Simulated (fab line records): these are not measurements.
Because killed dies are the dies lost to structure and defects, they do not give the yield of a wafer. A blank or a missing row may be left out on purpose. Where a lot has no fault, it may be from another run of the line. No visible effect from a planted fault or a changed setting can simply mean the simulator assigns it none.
The tool behind it: which one? / flow sky130 / Sampling: 11 lots, 33 wafers, 5 of 708 route steps

WHAT EACH GAUGE READ, for each wafer
SKY_SONOS_ONO_CD_MEAS_13 targets a cd of 410 nm.
lot=L397; measured=day 13 12:08; on=cd sem-01; cd nm (nm)=410.3 411.6 409.9
lot=L398; measured=day 13 15:31; on=cd sem-02; cd nm (nm)=408.9 409.0 409.5
lot=L399; measured=day 13 21:19; on=cd sem-02; cd nm (nm)=410.8 409.5 411.7
lot=L400; measured=day 14 07:50; on=cd sem-02; cd nm (nm)=408.3 409.1 407.8
lot=L402; measured=day 15 02:25; on=cd sem-02; cd nm (nm)=412.6 413.2 412.4
lot=L403; measured=day 15 08:45; on=cd sem-02; cd nm (nm)=408.7 410.5 412.5
lot=L412; measured=day 19 00:28; on=cd sem-01; cd nm (nm)=411.9 411.9 412.4
lot=L414; measured=day 19 05:46; on=cd sem-01; cd nm (nm)=410.4 410.6 410.2
lot=L416; measured=day 20 14:36; on=cd sem-02; cd nm (nm)=406.8 405.0 405.0
lot=L417; measured=day 20 13:42; on=cd sem-02; cd nm (nm)=407.0 406.3 409.3
lot=L418; measured=day 20 19:53; on=cd sem-01; cd nm (nm)=408.9 407.8 411.4

SKY_GATE_OXIDE_OVL_MEAS_10.
lot=L397; measured=day 14 16:13; on=overlay-01; GATE_OXIDE_OVL (nm)=-4.3 -2.6 -3.2
lot=L398; measured=day 14 20:07; on=overlay-01; GATE_OXIDE_OVL (nm)=0.8 0.0 -0.3
lot=L399; measured=day 15 01:51; on=overlay-01; GATE_OXIDE_OVL (nm)=-5.8 -3.7 -5.3
lot=L400; measured=day 15 15:39; on=overlay-02; GATE_OXIDE_OVL (nm)=-2.4 -1.8 -2.3
lot=L402; measured=day 16 08:43; on=overlay-01; GATE_OXIDE_OVL (nm)=-2.3 -1.6 -0.1
lot=L403; measured=day 16 15:34; on=overlay-01; GATE_OXIDE_OVL (nm)=-1.8 -4.2 -4.0
lot=L412; measured=day 20 09:42; on=overlay-02; GATE_OXIDE_OVL (nm)=0.5 -0.7 -2.5
lot=L414; measured=day 20 14:54; on=overlay-02; GATE_OXIDE_OVL (nm)=0.1 -0.1 0.5
lot=L416; measured=day 21 23:56; on=overlay-02; GATE_OXIDE_OVL (nm)=0.5 -2.5 -0.7
lot=L417; measured=day 21 21:47; on=overlay-01; GATE_OXIDE_OVL (nm)=-1.5 -0.2 -0.4
lot=L418; measured=day 22 06:22; on=overlay-01; GATE_OXIDE_OVL (nm)=-2.8 -0.1 -0.9

SKY_POLY_GATE_THK_MEAS_01.
lot=L397; measured=day 14 22:01; on=film metro-04; POLY_GATE_CVD_00_THK (nm)=182.6 182.6 182.2
lot=L398; measured=day 15 01:02; on=film metro-03; POLY_GATE_CVD_00_THK (nm)=182.7 182.1 181.1
lot=L399; measured=day 15 06:40; on=film metro-03; POLY_GATE_CVD_00_THK (nm)=182.2 183.5 182.1
lot=L400; measured=day 15 19:20; on=film metro-04; POLY_GATE_CVD_00_THK (nm)=181.5 181.2 181.7
lot=L402; measured=day 16 12:07; on=film metro-02; POLY_GATE_CVD_00_THK (nm)=180.3 179.5 180.3
lot=L403; measured=day 16 18:49; on=film metro-02; POLY_GATE_CVD_00_THK (nm)=138.7 139.4 139.4 138.7 139.2 139.4
lot=L412; measured=day 20 14:10; on=film metro-03; POLY_GATE_CVD_00_THK (nm)=180.6 183.3 183.1
lot=L414; measured=day 20 19:10; on=film metro-03; POLY_GATE_CVD_00_THK (nm)=182.6 182.5 182.0
lot=L416; measured=day 22 03:11; on=film metro-02; POLY_GATE_CVD_00_THK (nm)=182.6 180.2 181.9
lot=L417; measured=day 22 01:56; on=film metro-03; POLY_GATE_CVD_00_THK (nm)=182.3 183.5 183.1
lot=L418; measured=day 22 09:35; on=film metro-03; POLY_GATE_CVD_00_THK (nm)=183.7 183.1 182.5

WHICH TOOL RAN EACH LOT (tool, then ch and the chambers of the sampled wafers, then the start)
lot=L397; SKY_VT_ADJUST_HVTR_STRIP_10=plasma asher-03 ch 0,1, day 10 06:20; SKY_POLY_GATE_CVD_00=lpcvd-01 ch 0, day 14 20:12
lot=L398; SKY_VT_ADJUST_HVTR_STRIP_10=plasma asher-04 ch 1, day 10 10:50; SKY_POLY_GATE_CVD_00=lpcvd-01 ch 1, day 14 23:14
lot=L399; SKY_VT_ADJUST_HVTR_STRIP_10=plasma asher-02 ch 0,1, day 10 16:29; SKY_POLY_GATE_CVD_00=lpcvd-01 ch 1, day 15 04:52
lot=L400; SKY_VT_ADJUST_HVTR_STRIP_10=plasma asher-02 ch 0,1, day 11 01:02; SKY_POLY_GATE_CVD_00=lpcvd-01 ch 0, day 15 18:08
lot=L402; SKY_VT_ADJUST_HVTR_STRIP_10=plasma asher-03 ch 0,1, day 11 18:10; SKY_POLY_GATE_CVD_00=lpcvd-01 ch 1, day 16 10:55
lot=L403; SKY_VT_ADJUST_HVTR_STRIP_10=plasma asher-04 ch 0,1, day 11 22:51; SKY_POLY_GATE_CVD_00=lpcvd-01 ch 1, day 16 17:36
lot=L412; SKY_VT_ADJUST_HVTR_STRIP_10=plasma asher-03 ch 0,1, day 14 17:25; SKY_POLY_GATE_CVD_00=lpcvd-01 ch 0, day 20 12:58
lot=L414; SKY_VT_ADJUST_HVTR_STRIP_10=plasma asher-04 ch 0,1, day 15 08:50; SKY_POLY_GATE_CVD_00=lpcvd-01 ch 1, day 20 17:58
lot=L416; SKY_VT_ADJUST_HVTR_STRIP_10=plasma asher-03 ch 0,1, day 15 20:07; SKY_POLY_GATE_CVD_00=lpcvd-01 ch 0, day 22 01:58
lot=L417; SKY_VT_ADJUST_HVTR_STRIP_10=plasma asher-02 ch 0,1, day 16 16:53; SKY_POLY_GATE_CVD_00=lpcvd-01 ch 0, day 22 00:43
lot=L418; SKY_VT_ADJUST_HVTR_STRIP_10=plasma asher-03 ch 0,1, day 16 19:11; SKY_POLY_GATE_CVD_00=lpcvd-01 ch 0, day 22 08:23
- SKY_VT_ADJUST_HVTR_STRIP_10: strips in O2/N2.
- SKY_POLY_GATE_CVD_00: deposits poly-Si, target thk 180 nm, time 720 s.

WHAT THE TOOLS THEMSELVES READ (means of the sampled wafers that have a number; where no wafer has one, the mark that the record gives instead)
SKY_VT_ADJUST_HVTR_STRIP_10.
lot=L397; tool=plasma asher-03; drypump motor current A (A)=5.5; oes product au (a.u.)=0.713; strip time to endpoint s (s)=14.21
lot=L398; tool=plasma asher-04; drypump motor current A (A)=5.8; oes product au (a.u.)=0.717; strip time to endpoint s (s)=14.18
lot=L399; tool=plasma asher-02; drypump motor current A (A)=5.5; oes product au (a.u.)=0.721; strip time to endpoint s (s)=14.24
lot=L400; tool=plasma asher-02; drypump motor current A (A)=5.6; oes product au (a.u.)=0.716; strip time to endpoint s (s)=14.16
lot=L402; tool=plasma asher-03; drypump motor current A (A)=5.3; oes product au (a.u.)=0.716; strip time to endpoint s (s)=14.22
lot=L403; tool=plasma asher-04; drypump motor current A (A)=6.1; oes product au (a.u.)=0.716; strip time to endpoint s (s)=14.14
lot=L412; tool=plasma asher-03; drypump motor current A (A)=5.3; oes product au (a.u.)=0.713; strip time to endpoint s (s)=14.18
lot=L414; tool=plasma asher-04; drypump motor current A (A)=5.9; oes product au (a.u.)=0.714; strip time to endpoint s (s)=14.16
lot=L416; tool=plasma asher-03; drypump motor current A (A)=5.5; oes product au (a.u.)=0.714; strip time to endpoint s (s)=14.20
lot=L417; tool=plasma asher-02; drypump motor current A (A)=5.5; oes product au (a.u.)=0.717; strip time to endpoint s (s)=14.12
lot=L418; tool=plasma asher-03; drypump motor current A (A)=5.3; oes product au (a.u.)=0.712; strip time to endpoint s (s)=14.16

THE ANSWER, worked out from the rows above alone
Rule: the usual values come from the lots themselves. Put in order of their means at a reading, lots are off if they are a third of the lots or fewer, leave a main group of 4 or more, and stand apart from it by a gap of 3 or more times the standard deviation of the main group's means; of several such gaps the widest counts. If all means in a main group match to the digits the tables above print for the reading, that group is not used. A lot without any number at a reading at which 4 lots or more have one is off too. Any other lot the step has rows for is counted as sound. The gauges are gone through in route order, then the tools' own readings, and for those a lot's mean is taken as printed above. The first step at which some lot is off is used, and at that step the reading that is off furthest; a lot without a number counts as furthest.
Off: L403, at SKY_POLY_GATE_THK_MEAS_01 (POLY_GATE_CVD_00_THK). For the main group the mean is 182.1 nm and the standard deviation 0.85.
If a tool, at a process step before that reading, ran all the lots that are off and no sound lot after the first of them, it fits. The gauges at SKY_POLY_GATE_THK_MEAS_01 are tried like those tools. None of those tried fits.

WHAT WAS PUT IN BY THE SIMULATOR
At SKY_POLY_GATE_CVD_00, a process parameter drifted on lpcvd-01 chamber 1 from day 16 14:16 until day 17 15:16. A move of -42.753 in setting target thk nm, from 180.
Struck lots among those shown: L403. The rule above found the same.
